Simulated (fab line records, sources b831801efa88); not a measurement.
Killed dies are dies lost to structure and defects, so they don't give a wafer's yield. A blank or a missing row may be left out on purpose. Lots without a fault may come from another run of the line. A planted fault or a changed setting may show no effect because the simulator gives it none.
A struck lot beside a sound one | flow gf180mcu | 14 steps out of a route of 602
Sound: wafers L256.2, L256.3, L256.5. Struck: wafers L245.1, L245.4, L245.6. The cause comes at the end.
At each step with rows: each side's tool, then ch and its chambers, then its first start. Under that, the readings that differ: sound wafers | struck wafers | difference of the means | sigmas: that difference in standard deviations of wafers without a fault.
alike: readings whose means differ by less than 2 such deviations, and words and numbers that are the same on both sides. not compared: withheld readings, readings that some wafer has no value for, bounds like >300 that may hide the same value, and numbers for which the record gives no deviation and whose values overlap.
The two part at a step that has a row with sigmas, a row that says differs or no value, or rows on one side only. Numbers that don't overlap but have no deviation are shown without sigmas and don't part them. A reading that every wafer of one side lacks parts them only if that side has two wafers or more.

first, 3 steps without rows for these wafers: GF_MIM_EXPOSE_16 (exposes mask FuseTop, target cd 2000 nm); GF_MIM_PEB_17; GF_MIM_DEVELOP_18 (develop time 60 s).
GF_MIM_METAL_ETCH_19: etches the open film in Cl2/BCl3, stops on Si3N4, target depth 324.5 nm, time 54.1 s.
  sound on rie_metal-02 ch 0,1, day 30 23:59; struck on rie_metal-02 ch 0, day 28 01:29
  reading             | sound             | struck            | difference | sigmas
  mfc_cl2_sccm (sccm) | 79.67 79.62 79.54 | 80.18 80.21 80.29 | +0.62      | +3
  alike: bias_w, drypump_motor_current_A, oes_product_au, throttle_valve_pct
  not compared: rf_hours_counter_h
GF_MIM_STRIP_20: strips in O2/N2.
  sound on plasma_asher-01 ch 0,1, day 31 00:04; struck on plasma_asher-04 ch 0,1, day 28 01:34
  reading            | sound       | struck      | difference | sigmas
  heater_power_w (W) | 331 307 312 | 356 390 383 | +60        | +2
  alike: drypump_motor_current_A, oes_product_au, strip_time_to_endpoint_s
  not compared: rf_hours_counter_h
then, 7 steps without rows for these wafers: GF_MIM_STRIP_21 (strips in post etch residue remover, time 1200 s); GF_MIM_CLEAN_22 (cleans in DIW); GF_M5_DEHYDRATE_00 (time 60 s); GF_M5_HMDS_01 (prime time 60 s); GF_M5_COAT_02 (resist thk 1000 nm); GF_M5_SOFTBAKE_03 (time 60 s); GF_M5_EXPOSE_04 (exposes mask Metal5, target cd 280 nm).
GF_M5_PEB_05: peb time 90 s.
  sound on litho_track-02 ch 0, day 31 18:17; struck on litho_track-02, day 28 21:46
  no value came back on the struck wafers for chill_plate_temp_C (C), exhaust_pa (Pa); on the sound wafers chill_plate_temp_C (C) reads 23.00 22.95 23.04
then, 1 step without rows for these wafers: GF_M5_DEVELOP_06 (develop time 60 s).

WHERE THEY PART
First at GF_MIM_METAL_ETCH_19; last, within this record, at GF_M5_PEB_05.

WHY: what the simulator had put in
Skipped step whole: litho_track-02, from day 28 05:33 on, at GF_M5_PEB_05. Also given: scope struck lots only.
